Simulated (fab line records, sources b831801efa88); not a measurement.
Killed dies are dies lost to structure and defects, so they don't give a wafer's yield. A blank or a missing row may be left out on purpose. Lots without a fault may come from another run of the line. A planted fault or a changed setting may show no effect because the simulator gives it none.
A struck lot beside a sound one | flow sky130 | 15 steps out of a route of 708
Sound: wafers L240.1, L240.4, L240.6. Struck: wafers L257.1, L257.3, L257.5. The cause comes at the end.
At each step with rows: each side's tool, then ch and its chambers, then its first start. Under that, the readings that differ: sound wafers | struck wafers | difference of the means | sigmas: that difference in standard deviations of wafers without a fault.
alike: readings whose means differ by less than 2 such deviations, and words and numbers that are the same on both sides. not compared: withheld readings, readings that some wafer has no value for, bounds like >300 that may hide the same value, and numbers for which the record gives no deviation and whose values overlap.
The two part at a step that has a row with sigmas, a row that says differs or no value, or rows on one side only. Numbers that don't overlap but have no deviation are shown without sigmas and don't part them. A reading that every wafer of one side lacks parts them only if that side has two wafers or more.

SKY_VIA1_CMP_24: polishes, stops on SiO2, t overpolish 15 s, target thk 0 nm.
  sound on cmp-02 ch 0,2,3, day 35 06:52; struck on cmp-02 ch 0,2,3, day 39 22:29
  alike: motor_current_A, overpolish_run_s, time_to_endpoint_s
SKY_METAL2_SPUTTER_00: material Ti, target thk 15 nm, time 10 s.
  sound on pvd_sputter-03, day 35 07:07; struck on pvd_sputter-04, day 39 22:47
  alike: chamber_pressure_pa, throttle_valve_pct
SKY_METAL2_SPUTTER_01: material TiN, target thk 20 nm, time 16.7 s.
  sound on pvd_sputter-03, day 35 07:08; struck on pvd_sputter-04, day 39 22:49
  alike: chamber_pressure_pa, throttle_valve_pct
SKY_METAL2_SPUTTER_02: material AlCu, target thk 250 nm, time 13.3 s.
  sound on pvd_sputter-03, day 35 07:10; struck on pvd_sputter-04, day 39 22:50
  alike: chamber_pressure_pa, throttle_valve_pct
then, 1 step without rows for these wafers: SKY_METAL2_SPUTTER_03 (material Ti, target thk 5 nm, time 3.3 s).
SKY_METAL2_SPUTTER_04: material TiN, target thk 70 nm, time 58.3 s.
  sound on pvd_sputter-03, day 35 07:12; struck on pvd_sputter-04, day 39 22:53
  alike: chamber_pressure_pa, throttle_valve_pct
SKY_METAL2_RS_MEAS_05: measures by four-point-probe.
  sound on film_metro-01, day 35 07:15; struck on film_metro-04, day 39 22:56
  alike: METAL2_ALCU_RS
SKY_METAL2_THK_MEAS_06: measures by xrf.
  sound on film_metro-01, day 35 07:22; struck on film_metro-04, day 39 23:03
  alike: METAL2_ALCU_THK
then, 4 steps without rows for these wafers: SKY_METAL2_DEHYDRATE_07 (time 60 s); SKY_METAL2_HMDS_08 (prime time 60 s); SKY_METAL2_COAT_09 (resist thk 60 nm); SKY_METAL2_COAT_10 (resist thk 450 nm).
SKY_METAL2_SOFTBAKE_11: time 90 s.
  sound on litho_track-03 ch 0, day 35 20:00; struck on litho_track-04 ch 0, day 40 11:00
  reading                  | sound                | struck               | difference | sigmas
  heater_power_total_W (W) | 57.36 57.32 57.44    | 57.97 57.86 58.29    | +0.67      | +6
  run_length_s (s)         | 119.28 119.39 119.43 | 116.21 116.00 116.13 | -3.25      | -20
  alike: chill_plate_temp_C
then, 1 step without rows for these wafers: SKY_METAL2_EXPOSE_12 (exposes mask MM2, target cd 140 nm).
-- the record jumps here: 10 days lie between the struck wafers' starts before and after (it left off in module METAL2 and takes up again in module PAD_OPEN, whose first step shown is number 708 of the route) --
SKY_PAD_OPEN_PROBE_99:
  sound on prober-02, day 46 21:03; struck on prober-02, day 50 05:52
  alike: defect_limited_yield, killed_at_M0_to_M3, killed_at_M4_up, killed_at_contacts, killed_at_front_end, killed_at_other, killed_dies, killed_on_rim, killed_open, killed_short, sort_bin_3_pad_short, sort_bin_5_function, sort_bin_6_memory, sort_n_pass, sort_yield_pct

WHERE THEY PART
Only at SKY_METAL2_SOFTBAKE_11, within this record. Later steps at which nothing parts them and some readings are alike: SKY_PAD_OPEN_PROBE_99.

WHY: what the simulator had put in
Process parameter drift: litho_track-04, from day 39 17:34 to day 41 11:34, at SKY_METAL2_SOFTBAKE_11. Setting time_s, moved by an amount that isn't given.
